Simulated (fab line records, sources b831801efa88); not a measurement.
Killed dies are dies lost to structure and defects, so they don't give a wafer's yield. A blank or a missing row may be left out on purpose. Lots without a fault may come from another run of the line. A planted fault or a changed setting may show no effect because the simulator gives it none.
Problem report in the 8D (eight disciplines) form, filled by code | flow sky130 | the parts of the form that need people (team, actions taken, sign-off) are left out

1. THE PROBLEM
killed_at_contacts at SKY_PAD_OPEN_PROBE_99 reads a mean of 75 on 3 wafers of 2 lots; wafers without a fault read 25 with a standard deviation of 5.1. That is +9.9 standard deviations from the usual mean.
First seen on wafer L219.2, day 49 07:16, on prober-01. The record holds 6 wafers of 2 lots with a number at this step. Rule for "out", or "out of limits": more than 4 standard deviations from the usual mean. The other wafers with a number count as sound.

2. WHAT IT IS AND WHAT IT IS NOT
question                    | is                              | is not
which readings at this step | killed_at_contacts, killed_dies | killed_at_M0_to_M3, killed_at_M4_up, killed_at_front_end, killed_at_other, killed_open, killed_short
which lots                  | L219, L220                      | -
which wafers of those lots  | L219.2, L220.1, L220.5          | L219.1, L219.3, L220.4
read on which tools         | prober-01, prober-02            | -
when                        | from day 49 07:16               | up to then (1 sound wafer); but 2 sound wafers of L219, L220 came after

3. SUSPECTS, AND WHAT RULES EACH OUT
Counting: a tool at a process step up to the reading stays a suspect if it ran every lot that is out. Sound lots after the first of them don't rule it out here, since some wafers of a struck lot are sound.
- plasma_asher-04 at SKY_LI_CONTACT_STRIP_16 (strips in O2/N2): kept. It ran every lot that is out, first L219 (day 33 22:44).
- Within plasma_asher-04 at SKY_LI_CONTACT_STRIP_16: the wafers that are out ran in chamber 0; their sound lot-mates ran in chamber 1.
Left after counting: plasma_asher-04 at SKY_LI_CONTACT_STRIP_16.

4. THE CAUSE (what the simulator had put in)
Chamber particle source: plasma_asher-04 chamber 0, from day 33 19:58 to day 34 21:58, at SKY_LI_CONTACT_STRIP_16. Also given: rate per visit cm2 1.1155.
Counting left only this tool.

5. THE CHAIN OF EFFECTS, in route order
Each row: a reading whose mean over the struck wafers that have a number lies more than 3 standard deviations from the usual. Only readings for which the record gives a usual standard deviation are gone through. hours: the time from each lot's start at the first step in this table that gives one to its start at this step, as a median over the lots. sigmas: the change in usual standard deviations.
hours | step                  | reading            | usual | on struck wafers | change | sigmas
0     | SKY_PAD_OPEN_PROBE_99 | killed_at_contacts | 25    | 75               | +50    | +9.9
0     | SKY_PAD_OPEN_PROBE_99 | killed_dies        | 85    | 136              | +51    | +5.3
The process steps in it:
- SKY_PAD_OPEN_PROBE_99

6. WHAT WOULD HAVE CAUGHT IT SOONER
In this record the first reading out of limits was taken at day 49 07:16, 371 hours after the fault began at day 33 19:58.
Of the tool readings at SKY_LI_CONTACT_STRIP_16 for which the record gives a usual standard deviation, none was out on any struck wafer, so an alarm limit of 4 standard deviations on them would not have fired.
All the lots that are out (2) had begun SKY_LI_CONTACT_STRIP_16 on plasma_asher-04 by day 49 07:16. A hold on the tool at that time would have spared none of them.
